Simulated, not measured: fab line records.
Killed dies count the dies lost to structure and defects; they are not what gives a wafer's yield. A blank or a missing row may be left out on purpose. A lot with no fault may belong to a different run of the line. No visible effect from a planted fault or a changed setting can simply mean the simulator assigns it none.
Matching of chambers | flow gf180mcu | GF_SAB_WET_ETCH_12 on wet-bench-03: 3 sister chambers
The step etches SiO2 in dHF, target depth 22 nm, time 440 s. 6 wafers are shown with their chamber, then 6 later ones without.

## WAFERS, EACH WITH ITS CHAMBER
wafer  | chamber | bath-heat-duty-pct (%) | temp-c (C)
L120.2 | 1       | 6.8                    | 25.16
L120.6 | 1       | 8.0                    | 25.08
L123.2 | 2       | 5.9                    | 25.00
L123.4 | 2       | 6.8                    | 24.95
L128.1 | 0       | 6.6                    | 25.00
L128.2 | 0       | 6.9                    | 25.20

## WAFERS WITHOUT THEIR CHAMBER
wafer  | bath-heat-duty-pct (%) | temp-c (C)
L130.1 | 6.0                    | 24.98
L130.4 | 5.6                    | 25.09
L130.5 | 5.9                    | 25.14
L132.3 | 6.6                    | 25.13
L132.4 | 6.0                    | 25.05
L132.6 | 6.1                    | 25.04

## THE CHAMBER EACH PASSED THROUGH
wafer  | from the rows above          | in truth
L130.1 | can't be placed: 2 or 0      | 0
L130.4 | can't be placed: 2 or 0 or 1 | 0
L130.5 | can't be placed: 0 or 2 or 1 | 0
L132.3 | can't be placed: 0 or 1 or 2 | 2
L132.4 | can't be placed: 2 or 0 or 1 | 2
L132.6 | can't be placed: 2 or 0 or 1 | 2
Placed correctly: 0 of 6. These rows do not allow placing 6 (true chamber among the candidates in 6). 0 placed wrongly.
How it was worked out, from the rows above alone: a wafer's distance from a chamber is the root of the sum, over the readings, of the square of ((its reading less the chamber's mean) divided by the reading's scatter). The wafer belongs to the nearest chamber; if the next one is less than 2 further off, it can't be placed. Each chamber's mean is taken over the wafers shown for it. How the scatter is found: for the shown wafers, subtract from each reading the mean of its chamber, square and add these, divide the total by (wafers less chambers), then take the root.
